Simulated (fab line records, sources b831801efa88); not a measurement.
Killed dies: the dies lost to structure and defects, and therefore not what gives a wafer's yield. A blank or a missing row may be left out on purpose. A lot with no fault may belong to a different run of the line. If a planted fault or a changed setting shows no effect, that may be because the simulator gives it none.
A lot that was struck, set against a sound lot ; flow sky130 ; 35 steps out of a route of 708
Sound: the wafers L339.2, L339.3, L339.5. Struck: wafers L344.1, L344.2. Last of all comes the cause.
For every step that has rows: the tool of each side, followed by ch and its chambers, followed by its first start. Under that, the readings that differ: sound wafers ; struck wafers ; difference of the means ; sigmas: that difference in standard deviations of wafers without a fault.
alike: readings with means less than 2 such deviations apart, plus words and numbers identical on both sides. not compared: withheld readings, readings lacking a value on some wafer, bounds such as >300 that could conceal the same value, and numbers that have no deviation in the record and whose values overlap.
The two part at a step that has a row with sigmas, a row that says differs or no value, or rows on one side only. Non-overlapping numbers with no deviation appear without sigmas and do not part them. Lack of a reading on every wafer of one side parts them only where that side has two or more wafers.

first, 10 steps without rows for these wafers: SKY_METAL2_COAT_09 (resist thk 60 nm); SKY_METAL2_COAT_10 (resist thk 450 nm); SKY_METAL2_SOFTBAKE_11 (time 90 s); SKY_METAL2_EXPOSE_12 (exposes mask MM2, target cd 140 nm); SKY_METAL2_PEB_13; SKY_METAL2_DEVELOP_14 (develop time 58.36 s); SKY_METAL2_DESCUM_17 (chemistry O2, time 8 s); SKY_METAL2_ETCH_18 (etches BARC in N2/H2, stops on SiO2, time 45.9 s, target depth 60 nm); SKY_METAL2_METAL_ETCH_19 (etches the open film in Cl2/BCl3, stops on SiO2, target depth 360 nm, time 78 s); SKY_METAL2_STRIP_20 (strips in O2/N2).
SKY_METAL2_STRIP_21: strips in post etch residue remover, time 1200 s.
  sound on wetBench-01 ch 0, day 37 12:13; struck on wetBench-01 ch 1, day 39 04:05
reading;sound;struck;difference;sigmas
bathHeatDutyPct (%);12.2 11.5 11.0;18.1 17.5;+6.2;+3
  alike: tempC
then, 23 steps without rows for these wafers: SKY_METAL2_CLEAN_22 (cleans in IPA, time 180 s); SKY_METAL2_CLEAN_23 (cleans in O3/DIW); SKY_VIA2_HDPCVD_00 (deposits SiO2, target thk 1180 nm, time 196.7 s); SKY_VIA2_CMP_02 (polishes SiO2); SKY_VIA2_DEHYDRATE_04 (time 60 s); SKY_VIA2_HMDS_05 (prime time 60 s); SKY_VIA2_COAT_06 (resist thk 60 nm); SKY_VIA2_COAT_07 (resist thk 450 nm); SKY_VIA2_SOFTBAKE_08 (time 90 s); SKY_VIA2_EXPOSE_09 (exposes mask VIM2, target cd 200 nm); SKY_VIA2_PEB_10; SKY_VIA2_DEVELOP_11 (develop time 60 s); SKY_VIA2_ETCH_14 (etches BARC in N2/H2, stops on SiO2, time 45.9 s, target depth 60 nm); SKY_VIA2_ETCH_15 (etches SiO2 in C4F8/O2/Ar, stops on TiN, target depth 546 nm, time 84 s); SKY_VIA2_STRIP_16 (strips in O2/N2); SKY_VIA2_STRIP_17 (strips in post etch residue remover, time 1200 s); SKY_VIA2_CLEAN_18 (cleans in IPA, time 180 s); SKY_VIA2_CLEAN_19 (cleans in O3/DIW); SKY_VIA2_SPUTTER_20 (material TiN, target thk 20 nm, time 80 s); SKY_VIA2_CVD_21 (deposits W, target thk 420 nm, time 126.4 s); SKY_VIA2_CMP_24 (polishes, stops on SiO2, t overpolish 20 s, target thk 0 nm); SKY_METAL3_SPUTTER_00 (material Ti, target thk 15 nm, time 10 s); SKY_METAL3_SPUTTER_01 (material TiN, target thk 20 nm, time 16.7 s).
-- the record jumps here: 10 days lie between the struck wafers' starts before and after (it left off in module METAL3 and takes up again in module PAD_OPEN, whose first step shown is number 708 of the route) --
SKY_PAD_OPEN_PROBE_99:
  struck on prober-02, day 49 00:20; sound on prober-01, day 47 15:01
reading;sound;struck;difference;sigmas
killed_at_M0_to_M3;30 57 40;91 99;+53;+7
killedAtContacts;23 17 31;99 222;+137;+26
killedDies;67 83 95;205 342;+192;+20
killedOnRim;17 21 24;70 41;+35;+11
model.etest.mconChain.rcOhm;16.76 15.71 17.1;- -;no value on the struck wafers;
  alike: killed_at_M4_up, killedAtFrontEnd, killedAtOther, killedOpen, killedShort

== WHERE THEY PART ==
First at SKY_METAL2_STRIP_21; last, within this record, at SKY_PAD_OPEN_PROBE_99.

WHY: the cause the simulator had injected
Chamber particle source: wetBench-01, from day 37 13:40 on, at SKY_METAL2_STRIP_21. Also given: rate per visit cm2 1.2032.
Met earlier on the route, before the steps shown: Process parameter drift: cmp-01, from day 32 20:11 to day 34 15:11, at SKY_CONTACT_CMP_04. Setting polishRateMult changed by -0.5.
